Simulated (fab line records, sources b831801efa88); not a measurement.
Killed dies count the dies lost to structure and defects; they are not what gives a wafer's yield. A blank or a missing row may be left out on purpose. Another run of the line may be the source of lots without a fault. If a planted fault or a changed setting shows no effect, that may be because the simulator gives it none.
Matching of chambers / flow sky130 / SKY_VIA1_ETCH_14 on rieDiel-01: 4 sister chambers
The step etches BARC in N2/H2, stops on SiO2, time 45.9 s, target depth 60 nm. 4 wafers are shown with their chamber, then 8 later ones without.

WAFERS, EACH WITH ITS CHAMBER
wafer=L083.6; chamber=1; drypumpMotorCurrentA (A)=6.1
wafer=L085.1; chamber=3; drypumpMotorCurrentA (A)=5.1
wafer=L085.5; chamber=2; drypumpMotorCurrentA (A)=5.7
wafer=L091.1; chamber=0; drypumpMotorCurrentA (A)=6.2

WAFERS WITH NO CHAMBER GIVEN
wafer=L091.3; drypumpMotorCurrentA (A)=5.1
wafer=L091.4; drypumpMotorCurrentA (A)=6.1
wafer=L093.1; drypumpMotorCurrentA (A)=5.7
wafer=L093.2; drypumpMotorCurrentA (A)=5.1
wafer=L093.4; drypumpMotorCurrentA (A)=6.1
wafer=L094.2; drypumpMotorCurrentA (A)=5.8
wafer=L094.3; drypumpMotorCurrentA (A)=6.0
wafer=L094.4; drypumpMotorCurrentA (A)=5.1

THE CHAMBER EACH PASSED THROUGH
wafer=L091.3; from the rows above=3; in truth=3
wafer=L091.4; from the rows above=1; in truth=1
wafer=L093.1; from the rows above=2; in truth=2
wafer=L093.2; from the rows above=3; in truth=3
wafer=L093.4; from the rows above=1; in truth=1
wafer=L094.2; from the rows above=2; in truth=2
wafer=L094.3; from the rows above=1; in truth=1
wafer=L094.4; from the rows above=3; in truth=3
Placed correctly: 8 of 8. Can't be placed from these rows: 0. Placed wrongly: 0.
How it was worked out, from the rows above alone: a wafer's distance from a chamber is the root of the sum, over the readings, of the square of ((its reading less the chamber's mean) divided by the reading's scatter). The wafer belongs to the nearest chamber; if the next one is less than 2 further off, it can't be placed. A chamber's mean is the mean of its shown wafers. The scatter: root of mean squared gap, hidden wafer to nearest shown wafer, with one shown wafer a chamber.
